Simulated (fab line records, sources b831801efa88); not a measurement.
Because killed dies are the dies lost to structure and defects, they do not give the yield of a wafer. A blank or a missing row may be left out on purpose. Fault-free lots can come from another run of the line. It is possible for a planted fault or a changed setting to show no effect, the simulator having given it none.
Which tool did it? ; flow sky130 ; 33 wafers from 11 lots sampled at 3 of the route's 708 steps

WHAT EACH GAUGE READ, for each wafer
SKY_PASSIVATION_THK_MEAS_01.
lot;measured;on;PASSIVATION_CVD_00_THK (nm)
L885;day 43 16:28;film metro-02;89.7 90.9 91.1
L886;day 44 04:48;film metro-03;89.2 89.5 90.9
L887;day 44 08:56;film metro-02;88.0 89.3 90.1
L888;day 44 15:16;film metro-04;89.0 90.8 90.4
L889;day 45 05:28;film metro-04;88.9 88.7 89.9
L897;day 47 04:11;film metro-02;89.3 90.8 90.2
L898;day 47 05:51;film metro-03;88.0 89.4 90.4
L903;day 48 17:20;film metro-04;90.7 90.9 93.0
L904;day 48 19:07;film metro-02;88.1 88.5 89.3
L906;day 48 23:19;film metro-04;89.0 92.0 91.6
L908;day 49 04:50;film metro-04;89.3 92.4 91.7

WHAT TOOL EACH LOT RAN ON (gives the tool, then ch and the chambers of the sampled wafers, and finally the start)
lot;SKY_FIELD_ISO_CVD_24;SKY_METAL5_SPUTTER_01
L885;hdpcvd-02 ch 0,2, day 2 07:07;pvd sputter-04, day 42 16:17
L886;hdpcvd-02 ch 0,1,2, day 2 11:17;pvd sputter-04, day 43 04:47
L887;hdpcvd-01 ch 0,1, day 2 19:22;pvd sputter-04, day 43 08:44
L888;hdpcvd-01 ch 1,2, day 2 22:43;pvd sputter-03, day 43 15:55
L889;hdpcvd-02 ch 0,1,2, day 3 04:52;pvd sputter-03, day 44 06:51
L897;hdpcvd-01 ch 0,2, day 4 22:04;pvd sputter-04, day 46 05:57
L898;hdpcvd-01 ch 0,1,2, day 5 02:19;pvd sputter-04, day 46 08:05
L903;hdpcvd-02 ch 1,2, day 6 04:37;pvd sputter-03, day 47 21:41
L904;hdpcvd-02 ch 1,2, day 6 12:05;pvd sputter-02, day 47 23:56
L906;hdpcvd-02 ch 0,2, day 6 19:28;pvd sputter-04, day 48 03:26
L908;hdpcvd-02 ch 0,2, day 7 07:01;pvd sputter-02, day 48 09:59
- SKY_FIELD_ISO_CVD_24: deposits SiO2, target thk 595 nm, time 99.2 s.
- SKY_METAL5_SPUTTER_01: material TiN, target thk 20 nm, time 16.7 s.

AS READ BY THE TOOLS THEMSELVES (means over the sampled wafers that have a number; for cases with no such wafer, the mark the record gives instead)
SKY_METAL5_SPUTTER_01.
lot;tool;throttle valve pct (%)
L885;pvd sputter-04;28.6
L886;pvd sputter-04;29.9
L887;pvd sputter-04;29.0
L888;pvd sputter-03;30.1
L889;pvd sputter-03;29.1
L897;pvd sputter-04;29.3
L898;pvd sputter-04;29.6
L903;pvd sputter-03;29.2
L904;pvd sputter-02;31.7
L906;pvd sputter-04;28.4
L908;pvd sputter-02;30.0

THE ANSWER, worked out from the rows above alone
Rule: the lots themselves supply what counts as usual. The widest of any qualifying gaps counts: lots, ordered by their means at a reading, are off when they make up no more than a third of the lots, leave a main group of 4 or more, and stand apart from it by 3 or more times the standard deviation of that group's means. If all means in a main group match to the digits the tables above print for the reading, that group is not used. Also off: a lot with no number at a reading for which 4 or more lots have one. The other lots that the step has rows for count as sound. Order of review: gauges by route order, followed by the tools' own readings, for which a lot's mean as printed above is used. At the first step where some lot is off, the reading lying furthest off is the one used; lots without a number count as furthest.
Nothing can be told from this: no lot is off at any reading shown.

WHAT THE SIMULATOR HAD PUT IN
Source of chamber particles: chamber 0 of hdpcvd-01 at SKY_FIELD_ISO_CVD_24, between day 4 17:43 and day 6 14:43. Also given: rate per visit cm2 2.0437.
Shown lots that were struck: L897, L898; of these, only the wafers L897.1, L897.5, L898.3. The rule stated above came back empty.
